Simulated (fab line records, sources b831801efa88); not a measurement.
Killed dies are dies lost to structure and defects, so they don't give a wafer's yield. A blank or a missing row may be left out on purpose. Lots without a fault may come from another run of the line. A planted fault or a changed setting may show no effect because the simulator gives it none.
Which tool did it? | flow sky130 | 10 lots, 30 wafers sampled, at 4 steps of a route of 708

WHAT THE GAUGES READ, wafer by wafer
SKY_VIA1_RS_MEAS_22: measures by four-point-probe.
lot  | measured     | on            | VIA1_W_RS (ohm/sq)
L173 | day 35 02:31 | film_metro-02 | 0.432 0.438 0.431
L176 | day 35 21:56 | film_metro-01 | 0.438 0.440 0.435
L175 | day 36 01:58 | film_metro-01 | 0.434 0.433 0.429
L179 | day 36 23:52 | film_metro-04 | 0.428 0.428 0.433
L181 | day 38 01:01 | film_metro-01 | 0.433 0.433 0.431
L185 | day 39 10:41 | film_metro-02 | 0.428 0.431 0.429
L186 | day 39 22:47 | film_metro-02 | 0.427 0.329 0.427
L187 | day 40 03:33 | film_metro-01 | 0.326 0.421 0.425
L188 | day 40 17:24 | film_metro-02 | 0.428 0.328 0.423
L193 | day 41 10:18 | film_metro-01 | 0.429 0.432 0.430

SKY_VIA1_THK_MEAS_23: measures by xrf.
lot  | measured     | on            | VIA1_W_THK (nm)
L173 | day 35 02:38 | film_metro-02 | 264.8 261.3 264.2
L176 | day 35 22:04 | film_metro-01 | 259.4 256.4 259.2
L175 | day 36 02:04 | film_metro-01 | 261.6 262.3 265.0
L179 | day 36 23:59 | film_metro-04 | 263.4 264.3 261.6
L181 | day 38 01:07 | film_metro-01 | 259.4 261.1 262.0
L185 | day 39 10:47 | film_metro-02 | 264.7 262.8 265.1
L186 | day 39 22:54 | film_metro-02 | 265.0 344.8 266.5
L187 | day 40 03:40 | film_metro-01 | 347.4 272.0 269.3
L188 | day 40 17:31 | film_metro-02 | 264.0 343.3 268.6
L193 | day 41 10:25 | film_metro-01 | 265.9 265.6 266.8

WHICH TOOL RAN EACH LOT (tool, then ch and the chambers of the sampled wafers, then the start)
lot  | SKY_METAL1_ETCH_18                | SKY_VIA1_CVD_21
L173 | rie_metal-01 ch 1, day 33 21:39   | cvd_w-01 ch 0,1, day 35 02:25
L176 | rie_metal-04 ch 0,1, day 34 16:52 | cvd_w-02 ch 1, day 35 21:46
L175 | rie_metal-03 ch 0,1, day 34 21:02 | cvd_w-01 ch 0,1, day 36 01:52
L179 | rie_metal-03 ch 0,1, day 35 19:04 | cvd_w-02 ch 0,1, day 36 23:46
L181 | rie_metal-01 ch 0, day 36 20:47   | cvd_w-02 ch 0,1, day 38 00:55
L185 | rie_metal-01 ch 0,1, day 38 06:41 | cvd_w-02 ch 0,1, day 39 10:35
L186 | rie_metal-03 ch 0,1, day 38 19:14 | cvd_w-02 ch 0,1, day 39 22:41
L187 | rie_metal-01 ch 0,1, day 38 23:29 | cvd_w-02 ch 0,1, day 40 03:26
L188 | rie_metal-03 ch 0, day 39 13:58   | cvd_w-02 ch 0,1, day 40 17:19
L193 | rie_metal-03 ch 0,1, day 40 06:49 | cvd_w-01 ch 0,1, day 41 10:13
- SKY_METAL1_ETCH_18: etches BARC in N2/H2, stops on SiO2, time 45.9 s, target depth 60 nm.
- SKY_VIA1_CVD_21: deposits W, target thk 270 nm, time 80.902 s.

WHAT THE TOOLS THEMSELVES READ (means of the sampled wafers that have a number; where no wafer has one, the mark that the record gives instead)
SKY_METAL1_ETCH_18.
lot  | tool         | drypump_motor_current_A (A) | oes_product_au (a.u.) | throttle_valve_pct (%)
L173 | rie_metal-01 | 6.1                         | 0.859                 | 13.223
L176 | rie_metal-04 | 5.1                         | 0.859                 | 13.226
L175 | rie_metal-03 | 5.4                         | 0.853                 | 13.224
L179 | rie_metal-03 | 5.3                         | 0.854                 | 13.235
L181 | rie_metal-01 | 5.1                         | 0.860                 | 13.229
L185 | rie_metal-01 | 5.5                         | 0.857                 | 13.218
L186 | rie_metal-03 | 5.4                         | 0.852                 | 13.222
L187 | rie_metal-01 | 5.5                         | 0.853                 | 13.218
L188 | rie_metal-03 | 5.4                         | 0.856                 | 13.226
L193 | rie_metal-03 | 5.3                         | 0.855                 | 13.225

SKY_VIA1_CVD_21.
lot  | tool     | heater_power_w (W)
L173 | cvd_w-01 | 747
L176 | cvd_w-02 | 847
L175 | cvd_w-01 | 739
L179 | cvd_w-02 | 796
L181 | cvd_w-02 | 814
L185 | cvd_w-02 | 770
L186 | cvd_w-02 | 785
L187 | cvd_w-02 | 774
L188 | cvd_w-02 | 789
L193 | cvd_w-01 | 776

THE ANSWER, worked out from the rows above alone
Rule: what is usual is taken from the lots themselves. Put in order of their means at a reading, lots are off if they are a third of the lots or fewer, leave a main group of 4 or more, and stand apart from it by a gap of 3 or more times the standard deviation of the main group's means; of several such gaps the widest counts. A main group whose means are all the same, to the digits that the tables above print for the reading, isn't used. A lot without any number at a reading at which 4 lots or more have one is off too. The other lots that the step has rows for count as sound. The gauges are gone through in route order, then the tools' own readings, and for those a lot's mean is taken as printed above. The first step at which some lot is off is used, and at that step the reading that is off furthest; a lot without a number counts as furthest.
Off: L186, L187, L188, at SKY_VIA1_RS_MEAS_22 (VIA1_W_RS). The main group: mean 0.432 ohm/sq, standard deviation 0.0027.
A tool fits if, at a process step before that reading, it ran every lot that is off, and no sound lot after the first of them. The gauges at SKY_VIA1_RS_MEAS_22 are tried like those tools. One fits: cvd_w-02 at SKY_VIA1_CVD_21. Its last sound lot is L185 (day 39 10:35), its first lot that is off L186 (day 39 22:41): a fault that began between those two fits.

WHAT THE SIMULATOR HAD PUT IN
Process parameter drift: cvd_w-02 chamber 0, from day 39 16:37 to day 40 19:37, at SKY_VIA1_CVD_21. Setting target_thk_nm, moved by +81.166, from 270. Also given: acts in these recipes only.
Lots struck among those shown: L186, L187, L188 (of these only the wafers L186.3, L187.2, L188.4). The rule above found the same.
